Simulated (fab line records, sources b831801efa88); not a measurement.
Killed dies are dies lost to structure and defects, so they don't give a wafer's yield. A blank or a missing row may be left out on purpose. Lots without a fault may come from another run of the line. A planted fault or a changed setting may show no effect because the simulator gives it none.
Which tool did it? | flow sky130 | 13 lots, 36 wafers sampled, at 2 steps of a route of 708

WHAT THE GAUGES READ, wafer by wafer
SKY_FIELD_ISO_BOW_MEAS_00.
lot  | measured    | on            | INCOMING_BOW (um)
L201 | day 1 10:00 | film_metro-04 | 9 -3 -6
L202 | day 1 15:00 | film_metro-02 | 7 -2 -8
L204 | day 2 01:00 | film_metro-01 | -1 1 -10
L205 | day 2 06:01 | film_metro-02 | 4 -1 -13
L206 | day 2 11:02 | film_metro-04 | 7 2 -4
L208 | day 2 21:01 | film_metro-04 | 4 -5 -8
L209 | day 3 02:01 | film_metro-02 | -9 0 -3
L211 | day 3 12:00 | film_metro-02 | 4 9 7
L213 | day 3 22:01 | film_metro-01 | 2 3 5
L219 | day 5 04:00 | film_metro-02 | 9 -2
L221 | day 5 14:00 | film_metro-01 | -3 -4
L222 | day 5 19:00 | film_metro-02 | 9 5
L224 | day 6 05:00 | film_metro-01 | -12 3 -6

SKY_FIELD_ISO_THK_MEAS_23.
lot  | measured    | on            | FIELD_ISO_OXIDATION_01_THK (nm)
L201 | day 2 07:22 | film_metro-04 | 10.12 9.97 9.99
L202 | day 2 15:55 | film_metro-02 | 9.63 9.74 9.52
L204 | day 3 00:08 | film_metro-02 | 9.58 9.76 9.67
L205 | day 3 07:56 | film_metro-01 | 9.95 10.03 9.96
L206 | day 3 11:51 | film_metro-04 | 10.05 10.06 10.02
L208 | day 3 21:29 | film_metro-01 | 9.95 9.90 10.08
L209 | day 4 02:24 | film_metro-01 | 9.90 9.80 9.72
L211 | day 4 13:17 | film_metro-01 | 10.06 10.15 9.97
L213 | day 4 22:55 | film_metro-02 | 9.94 10.09 10.16
L219 | day 6 04:03 | film_metro-04 | 9.67 9.98
L221 | day 6 15:37 | film_metro-04 | 9.55 9.55
L222 | day 6 22:17 | film_metro-02 | 9.74 9.90
L224 | day 7 06:59 | film_metro-02 | 9.73 9.80 9.80

WHICH TOOL RAN EACH LOT (tool, then ch and the chambers of the sampled wafers, then the start)
The record holds no process step before these readings.

WHAT THE TOOLS THEMSELVES READ (means of the sampled wafers that have a number; where no wafer has one, the mark that the record gives instead)
The record holds no such reading with a usual standard deviation.

THE ANSWER, worked out from the rows above alone
Rule: what is usual is taken from the lots themselves. Put in order of their means at a reading, lots are off if they are a third of the lots or fewer, leave a main group of 4 or more, and stand apart from it by a gap of 3 or more times the standard deviation of the main group's means; of several such gaps the widest counts. A main group whose means are all the same, to the digits that the tables above print for the reading, isn't used. A lot without any number at a reading at which 4 lots or more have one is off too. The other lots that the step has rows for count as sound. The gauges are gone through in route order, then the tools' own readings, and for those a lot's mean is taken as printed above. The first step at which some lot is off is used, and at that step the reading that is off furthest; a lot without a number counts as furthest.
No lot is off at any reading shown: from this, nothing can be told.

WHAT THE SIMULATOR HAD PUT IN
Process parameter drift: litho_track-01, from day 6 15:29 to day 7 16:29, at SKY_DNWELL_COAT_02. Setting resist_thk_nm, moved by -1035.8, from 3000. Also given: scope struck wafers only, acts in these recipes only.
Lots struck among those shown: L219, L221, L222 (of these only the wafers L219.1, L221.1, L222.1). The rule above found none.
